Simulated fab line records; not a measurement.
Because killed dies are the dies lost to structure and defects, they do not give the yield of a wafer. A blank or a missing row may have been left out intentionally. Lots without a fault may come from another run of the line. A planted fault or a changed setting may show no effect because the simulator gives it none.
2 desks, one fault	flow sky130	every desk sees just its own numbers, and what lay behind them comes last

THE METROLOGY DESK
Lot by lot, what the gauges showed, no matter which tool ran the lot: averages of those sampled wafers that carry a number. Marked OUT: a lot whose mean sits more than 4 standard deviations from the usual mean, which makes it out of limits; the brackets give that distance.
Columns: A = VIA2_W_RS at SKY_VIA2_RS_MEAS_22, usual 0.2725 ohm/sq; B = VIA2_W_THK at SKY_VIA2_THK_MEAS_23, usual 408 nm
lot	first seen here	A	B
L509	day 37 16:22	0.2719	411
L513	day 38 16:12	0.2684	420
L518	day 40 04:28	0.2723	415
L525	day 41 22:07	0.2699	421
L528	day 43 03:32	0.2781	389
L529	day 43 08:48	0.2706	421
Result from this desk: across the 6 lots, nothing is out of limits.

AT THE TOOL OWNER'S DESK: pvd-sputter-01
At SKY_METAL3_SPUTTER_04 (material TiN, target thk 70 nm, time 58.3 s) the tool's own readings: per lot run on this tool, the mean of the sampled wafers that have a number. Marked OUT: a lot whose mean sits more than 4 standard deviations from the usual mean, which makes it out of limits; the brackets give that distance.
Columns: A = chamber-pressure-pa at SKY_METAL3_SPUTTER_04, usual 0.4000 Pa; B = throttle-valve-pct at SKY_METAL3_SPUTTER_04, usual 30.4 %
lot	first seen here	A	B
L513	day 38 16:46	0.4154 (+18) OUT	29.5
L518	day 40 05:04	0.4165 (+19) OUT	29.8
L528	day 43 04:07	0.3998	30.3
Finding of this desk: L513, L518 out of limits; the first was L513 at day 38 16:46, on chamber-pressure-pa at SKY_METAL3_SPUTTER_04. L528: within limits.

BROUGHT TOGETHER
The tool owner's desk had the chance to raise an alarm at day 38 16:46 on L513, L518.
Nothing out of limits was seen by the metrology desk.
The metrology desk holds a record of L513, L518, inside its limits.
All the named lots went through SKY_METAL3_SPUTTER_04 on pvd-sputter-01.

WHAT THE SIMULATOR PUT IN
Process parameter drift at SKY_METAL3_SPUTTER_04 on pvd-sputter-01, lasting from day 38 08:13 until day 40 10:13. From 0.4, the setting chamber-pressure-pa moved by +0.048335. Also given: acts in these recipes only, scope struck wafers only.
Shown lots that were struck: L513, L518.
Delay in hours, fault start to first out-of-limits reading, by desk: the tool owner's desk at 9.
